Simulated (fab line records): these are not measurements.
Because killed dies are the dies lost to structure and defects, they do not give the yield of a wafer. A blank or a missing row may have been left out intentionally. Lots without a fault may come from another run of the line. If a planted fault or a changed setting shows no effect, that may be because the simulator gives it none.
What tool caused it? -- flow sky130 -- 11 lots with 33 wafers sampled at 5 steps, on a route of 708 steps

## WHAT THE GAUGES SHOWED, per wafer
SKY_CAP2M_THK_MEAS_01.
lot,measured,on,CAP2M_CVD_00_THK (nm)
L597,day 39 10:33,film metro-01,15.17 15.28 15.45
L598,day 39 12:50,film metro-01,15.47 15.22 15.40
L599,day 40 02:40,film metro-04,14.97 15.40 15.31
L602,day 40 21:31,film metro-03,15.13 15.19 15.51
L603,day 41 06:37,film metro-01,15.47 15.15 15.46
L609,day 43 21:16,film metro-01,15.39 15.51
L610,day 44 01:40,film metro-03,15.40 15.50 15.73
L611,day 44 02:36,film metro-01,15.54 15.50 15.51
L614,day 44 18:01,film metro-04,15.46 15.41 15.37
L616,day 45 11:11,film metro-04,15.03 15.27 15.27
L619,day 45 18:19,film metro-01,15.14 15.01 15.22

## TOOL THAT RAN EACH LOT (tool first, then ch and the chambers of the sampled wafers, then the start)
lot,SKY_CAPM_STRIP_14,SKY_METAL3_STRIP_19,SKY_VIA3_ETCH_15,SKY_VIA3_STRIP_16
L597,"plasma asher-04 ch 0,1, day 37 03:55","plasma asher-02 ch 1, day 38 06:19","rie diel-01 ch 1,2,3, day 39 09:04","plasma asher-03 ch 0,1, day 39 09:07"
L598,"plasma asher-01 ch 0,1, day 37 06:34","plasma asher-01 ch 0, day 38 09:03","rie diel-02 ch 1,2, day 39 11:21","plasma asher-04 ch 0,1, day 39 11:25"
L599,"plasma asher-04 ch 0,1, day 37 20:10","plasma asher-02 ch 0,1, day 38 22:44","rie diel-02 ch 0,1,3, day 40 01:10","plasma asher-02 ch 0,1, day 40 01:13"
L602,"plasma asher-04 ch 0,1, day 38 16:01","plasma asher-02 ch 0,1, day 39 18:49","rie diel-03 ch 2,3, day 40 19:39","plasma asher-03 ch 0,1, day 40 19:43"
L603,"plasma asher-03 ch 0,1, day 39 02:52","plasma asher-01 ch 0,1, day 40 04:22","rie diel-01 ch 0,1,3, day 41 05:01","plasma asher-04 ch 0,1, day 41 05:05"
L609,"plasma asher-04 ch 0,1, day 41 19:33","plasma asher-03 ch 0,1, day 42 20:10","rie diel-01 ch 0,1,2, day 43 19:46","plasma asher-02 ch 0,1, day 43 19:51"
L610,"plasma asher-03 ch 0,1, day 41 22:55","plasma asher-02 ch 0,1, day 43 00:02","rie diel-03 ch 0,1, day 44 00:08","plasma asher-03 ch 0,1, day 44 00:12"
L611,"plasma asher-03 ch 0,1, day 41 23:15","plasma asher-01 ch 0,1, day 43 00:18","rie diel-02 ch 1,2, day 44 00:40","plasma asher-02 ch 0,1, day 44 00:45"
L614,"plasma asher-04 ch 0,1, day 42 15:13","plasma asher-01 ch 0,1, day 43 16:38","rie diel-02 ch 2,3, day 44 16:22","plasma asher-04 ch 0,1, day 44 16:26"
L616,"plasma asher-01 ch 0,1, day 43 11:49","plasma asher-01 ch 0,1, day 44 10:32","rie diel-03 ch 1,2,3, day 45 09:40","plasma asher-02 ch 1, day 45 09:43"
L619,"plasma asher-03 ch 0,1, day 43 19:25","plasma asher-03 ch 0,1, day 44 18:10","rie diel-03 ch 0,1,2, day 45 16:49","plasma asher-03 ch 0,1, day 45 16:53"
- SKY_CAPM_STRIP_14: strips in O2/N2.
- SKY_METAL3_STRIP_19: strips in O2/N2.
- SKY_VIA3_ETCH_15: etches SiO2 in C4F8/O2/Ar, stops on TiN, target depth 507 nm, time 78 s.
- SKY_VIA3_STRIP_16: strips in O2/N2.

## THE ANSWER, worked out from the rows above alone
Rule: the usual values come from the lots themselves. The widest of any qualifying gaps counts: lots, ordered by their means at a reading, are off when they make up no more than a third of the lots, leave a main group of 4 or more, and stand apart from it by 3 or more times the standard deviation of that group's means. The tables above print the reading to a certain number of digits; a main group whose means all agree to those digits is not used. Also off: a lot with no number at a reading for which 4 or more lots have one. All remaining lots with rows at the step are treated as sound.
Nothing can be told from this: no lot is off at any reading shown.

## WHAT THE SIMULATOR PUT IN
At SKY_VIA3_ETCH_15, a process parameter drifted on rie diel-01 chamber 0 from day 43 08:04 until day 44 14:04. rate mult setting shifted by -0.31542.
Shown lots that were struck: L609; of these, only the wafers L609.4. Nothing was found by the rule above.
